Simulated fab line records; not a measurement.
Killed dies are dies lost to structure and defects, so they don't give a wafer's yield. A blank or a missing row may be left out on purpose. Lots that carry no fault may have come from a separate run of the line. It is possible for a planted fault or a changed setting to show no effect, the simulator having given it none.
A lot that was struck, set against a sound lot -- flow sky130 -- 16 out of 708 route steps
Sound: wafers L290.2, L290.4, L290.6. Struck: wafers L288.3, L288.5, L288.6. At the end, the cause is stated.
At each step with rows: each side's tool, then ch and its chambers, then its first start. Under that, the readings that differ: sound wafers -- struck wafers -- difference of the means -- sigmas: that difference in standard deviations of wafers without a fault.
alike: words and numbers the same on both sides, and readings whose means are apart by under 2 such deviations; not compared: readings that were withheld, readings missing a value for some wafer, numbers with overlapping values and no deviation given by the record, and bounds like >300 which may hide the same value.
The two part at a step that has a row with sigmas, a row that says differs or no value, or rows on one side only. Non-overlapping numbers with no deviation appear without sigmas and do not part them. A reading that every wafer of one side lacks parts them only if that side has two wafers or more.

first, 1 step without rows for these wafers: SKY_FIELD_ISO_CVD_03 (deposits Si3N4 from DCS/NH3, target thk 165 nm, time 2830 s).
SKY_FIELD_ISO_THK_MEAS_04:
  sound on film_metro-01 at day 4 12:18; struck on film_metro-03 at day 4 03:39
  alike: FIELD_ISO_CVD_03_THK
then, 8 steps without rows for these wafers: SKY_FIELD_ISO_DEHYDRATE_05 (time 60 s); SKY_FIELD_ISO_HMDS_06 (prime time 60 s); SKY_FIELD_ISO_COAT_07 (resist thk 60 nm); SKY_FIELD_ISO_COAT_08 (resist thk 450 nm); SKY_FIELD_ISO_SOFTBAKE_09 (time 90 s); SKY_FIELD_ISO_EXPOSE_10 (exposes mask FOM, target cd 150 nm); SKY_FIELD_ISO_PEB_11; SKY_FIELD_ISO_DEVELOP_12 (develop time 60 s).
SKY_FIELD_ISO_CD_MEAS_13 targets a cd of 150 nm.
  sound on cd_sem-01 at day 5 05:34; struck on cd_sem-02 at day 4 20:32
  alike: cd_nm
SKY_FIELD_ISO_ETCH_14: etches BARC in N2/H2, stops on SiO2, time 45.9 s, target depth 60 nm.
  sound on rie_diel-03 ch 1,3, day 5 05:40; struck on rie_diel-03 ch 1,2, day 4 20:38
  alike: bias_w, chamber_pressure_mTorr, drypump_motor_current_A, n2_flow_sccm, oes_product_au, throttle_valve_pct
  not compared: rf_hours_counter_h
SKY_FIELD_ISO_ETCH_15: etches the open film in CHF3/O2, stops on Si, target depth 180 nm, time 72 s.
  sound on rie_diel-03 ch 1,3, day 5 05:43; struck on rie_diel-03 ch 1,2, day 4 20:43
  no value came back on the struck wafers for any of 5 readings (O2_flow_sccm (sccm), bias_w (W) and others); on the sound wafers O2_flow_sccm (sccm) reads 4.986 5.006 4.983
reading,sound,struck,difference,sigmas
model.KrF-thick_of_FIELD_ISO_COAT_08.thk_nm (nm),237.5 237.3 237.7,392.9 393.6 393.3,+155.8,
  not compared: rf_hours_counter_h
SKY_FIELD_ISO_STRIP_16: strips in O2/N2.
  sound on plasma_asher-01 ch 0,1, day 5 05:46; struck on plasma_asher-02 ch 0,1, day 4 20:48
reading,sound,struck,difference,sigmas
oes_product_au (a.u.),0.383 0.379 0.377,0.446 0.444 0.449,+0.067,+15
strip_time_to_endpoint_s (s),3.58 3.55 3.56,5.19 5.19 5.22,+1.64,+50
  alike: drypump_motor_current_A, n2_flow_sccm
  not compared: rf_hours_counter_h
SKY_FIELD_ISO_ETCH_17: etches Si in HBr/Cl2/O2, target depth 342 nm, time 97.7 s.
  sound on rie_si-02 ch 0,2, day 5 05:52; struck on rie_si-01 ch 1,2, day 4 20:52
  alike: HBr_flow_sccm, O2_flow_sccm, drypump_motor_current_A, oes_product_au, throttle_valve_pct
  not compared: rf_hours_counter_h
-- record jumps: 44 days separate the struck wafers' starts on either side; left off in module FIELD_ISO, taken up again in module PAD_OPEN, whose first shown step is the route's number 708 --
SKY_PAD_OPEN_PROBE_99:
  the record has rows for the struck wafers here (prober-01, day 48 15:48) and none for the sound ones

== WHERE THEY PART ==
Last at SKY_PAD_OPEN_PROBE_99 as far as this record goes, first at SKY_FIELD_ISO_ETCH_15.

WHY: the cause the simulator had injected
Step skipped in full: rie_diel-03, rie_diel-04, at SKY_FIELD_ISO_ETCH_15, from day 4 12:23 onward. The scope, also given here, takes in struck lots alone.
